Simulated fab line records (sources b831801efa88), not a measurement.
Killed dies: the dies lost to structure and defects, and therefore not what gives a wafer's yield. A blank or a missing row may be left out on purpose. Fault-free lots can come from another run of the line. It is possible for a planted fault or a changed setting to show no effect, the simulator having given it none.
Struck lot and sound lot, side by side    flow gf180mcu    27 steps out of a route of 602
Sound: these wafers, L831.2, L831.5, L831.6. Wafers L848.1, L848.2, L848.5 were the ones struck. The cause comes at the end.
At each step with rows: each side's tool, then ch and its chambers, then its first start. Under that, the readings that differ: sound wafers    struck wafers    difference of the means    sigmas: that difference in standard deviations of wafers without a fault.
alike: readings whose means differ by less than 2 such deviations, and words and numbers that are the same on both sides. not compared: withheld readings, readings that some wafer has no value for, bounds like >300 that may hide the same value, and numbers for which the record gives no deviation and whose values overlap.
The two part at a step that has a row with sigmas, a row that says differs or no value, or rows on one side only. Numbers that don't overlap but have no deviation are shown without sigmas and don't part them. A reading that every wafer of one side lacks parts them only if that side has two wafers or more.

GF_DNWELL_STRIP_08: strips in O2/N2.
  sound on plasma-asher-03 ch 0,1, day 3 05:08; struck on plasma-asher-04 ch 0,1, day 7 00:01
  alike: chamber-pressure-mTorr, drypump-motor-current-A, heater-power-w, oes-product-au, platen-temp-c, strip-time-to-endpoint-s
  not compared: rf-hours-counter-h
GF_DNWELL_TW_MEAS_09:
  sound: film-metro-01 at day 3 05:14; struck: film-metro-02 at day 7 00:07
  alike: DNWELL_TW
then, 7 steps without rows for these wafers: GF_NWELL_DEHYDRATE_00 (time 60 s); GF_NWELL_HMDS_01 (prime time 60 s); GF_NWELL_COAT_02 (resist thk 3000 nm); GF_NWELL_SOFTBAKE_03; GF_NWELL_EXPOSE_04 (exposes mask Nwell, target cd 860 nm); GF_NWELL_PEB_05; GF_NWELL_DEVELOP_06 (develop time 60 s).
GF_NWELL_OVL_MEAS_07:
  sound: overlay-01 at day 3 17:55; struck: overlay-01 at day 7 13:54
  alike: NWELL_OVL
then, 2 steps without rows for these wafers: GF_NWELL_IMPLANT_08; GF_NWELL_IMPLANT_09.
GF_NWELL_STRIP_10: strips in O2/N2.
  sound on plasma-asher-03 ch 0,1, day 3 18:15; struck on plasma-asher-01 ch 0,1, day 7 14:14
  no value came back on the struck wafers for any of 6 readings (chamber-pressure-mTorr (mTorr), drypump-motor-current-A (A) and others); on the sound wafers chamber-pressure-mTorr (mTorr) reads 1501.1 1500.1 1501.6
reading                                  sound  struck          difference  sigmas
model.coat_of_NWELL_COAT_02.thk-nm (nm)  0 0 0  2999 3010 3012  +3007       
  not compared: rf-hours-counter-h
GF_NWELL_TW_MEAS_11:
  sound: film-metro-04 at day 3 18:22; struck: film-metro-01 at day 7 14:20
  alike: NWELL_TW
then, 7 steps without rows for these wafers: GF_LVPWELL_DEHYDRATE_00 (time 60 s); GF_LVPWELL_HMDS_01 (prime time 60 s); GF_LVPWELL_COAT_02 (resist thk 3000 nm); GF_LVPWELL_SOFTBAKE_03; GF_LVPWELL_EXPOSE_04 (exposes mask LVPWELL, target cd 600 nm); GF_LVPWELL_PEB_05; GF_LVPWELL_DEVELOP_06 (develop time 60 s).
GF_LVPWELL_OVL_MEAS_07:
  sound: overlay-01 at day 4 08:10; struck: overlay-02 at day 8 06:26
  alike: LVPWELL_OVL
then, 2 steps without rows for these wafers: GF_LVPWELL_IMPLANT_08; GF_LVPWELL_IMPLANT_09.
GF_LVPWELL_STRIP_10: strips in O2/N2.
  sound on plasma-asher-03 ch 0,1, day 4 08:29; struck on plasma-asher-04 ch 0,1, day 8 06:46
reading                       sound              struck             difference  sigmas
oes-product-au (a.u.)         0.729 0.721 0.727  0.733 0.744 0.738  +0.013      +3
strip-time-to-endpoint-s (s)  36.84 36.88 36.92  81.28 81.46 81.45  +44.52      +99 or more
  alike: chamber-pressure-mTorr, drypump-motor-current-A, heater-power-w, platen-temp-c
  not compared: rf-hours-counter-h
GF_LVPWELL_TW_MEAS_11:
  sound: film-metro-03 at day 4 08:36; struck: film-metro-04 at day 8 06:52
reading     sound        struck    difference  sigmas
LVPWELL_TW  568 568 569  30 30 30  -538        -99 or more
then, 1 step without rows for these wafers: GF_MVSD_DEHYDRATE_00 (time 60 s).

WHERE THEY PART
First at GF_NWELL_STRIP_10; last, within this record, at GF_LVPWELL_TW_MEAS_11.

WHY: what had been put in by the simulator
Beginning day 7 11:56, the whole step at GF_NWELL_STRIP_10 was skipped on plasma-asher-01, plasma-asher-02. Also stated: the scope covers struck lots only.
